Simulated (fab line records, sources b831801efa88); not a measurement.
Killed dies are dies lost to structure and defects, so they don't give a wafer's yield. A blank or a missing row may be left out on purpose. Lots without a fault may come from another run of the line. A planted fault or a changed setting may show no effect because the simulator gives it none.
Chamber matching | flow sky130 | SKY_VIA4_CMP_21 on cmp-02: 4 sister chambers
The step polishes, stops on SiO2, t overpolish 25 s, target thk 0 nm. 8 wafers are shown with their chamber, then 10 later ones without.

WAFERS WITH THEIR CHAMBER
wafer  | chamber | motor_current_A (A) | time_to_endpoint_s (s)
L396.4 | 2       | 10.9                | 129
L398.3 | 2       | 10.6                | 119
L401.2 | 0       | 12.8                | 126
L401.6 | 0       | 13.2                | 127
L402.4 | 1       | 13.0                | 119
L402.6 | 3       | 11.7                | 126
L405.1 | 3       | 11.0                | 122
L405.5 | 1       | 13.0                | 118

WAFERS WITHOUT THEIR CHAMBER
wafer  | motor_current_A (A) | time_to_endpoint_s (s)
L405.6 | 14.2                | 127
L410.1 | 10.8                | 121
L410.2 | 13.2                | 122
L410.5 | 12.0                | 120
L408.1 | 11.6                | 117
L408.3 | 13.2                | 119
L408.5 | 13.4                | 120
L412.1 | 13.5                | 113
L412.3 | 11.9                | 117
L412.4 | 13.5                | 124

WHICH CHAMBER EACH WENT THROUGH
wafer  | from the rows above               | in truth
L405.6 | can't be placed: 0 or 1           | 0
L410.1 | can't be placed: 2 or 3           | 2
L410.2 | can't be placed: 1 or 0           | 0
L410.5 | can't be placed: 3 or 1 or 0 or 2 | 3
L408.1 | can't be placed: 3 or 2           | 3
L408.3 | can't be placed: 1 or 0           | 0
L408.5 | can't be placed: 1 or 0           | 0
L412.1 | can't be placed: 1 or 0           | 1
L412.3 | can't be placed: 3 or 1 or 2 or 0 | 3
L412.4 | can't be placed: 0 or 1           | 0
Placed correctly: 0 of 10. Can't be placed from these rows: 10 (the true chamber is among the candidates in 10). Placed wrongly: 0.
How it was worked out, from the rows above alone: a wafer's distance from a chamber is the root of the sum, over the readings, of the square of ((its reading less the chamber's mean) divided by the reading's scatter). The wafer belongs to the nearest chamber; if the next one is less than 2 further off, it can't be placed. A chamber's mean is the mean of its shown wafers. The scatter: the root of (the sum of the squares of (reading less its chamber's mean) over the shown wafers, divided by (wafers less chambers)).
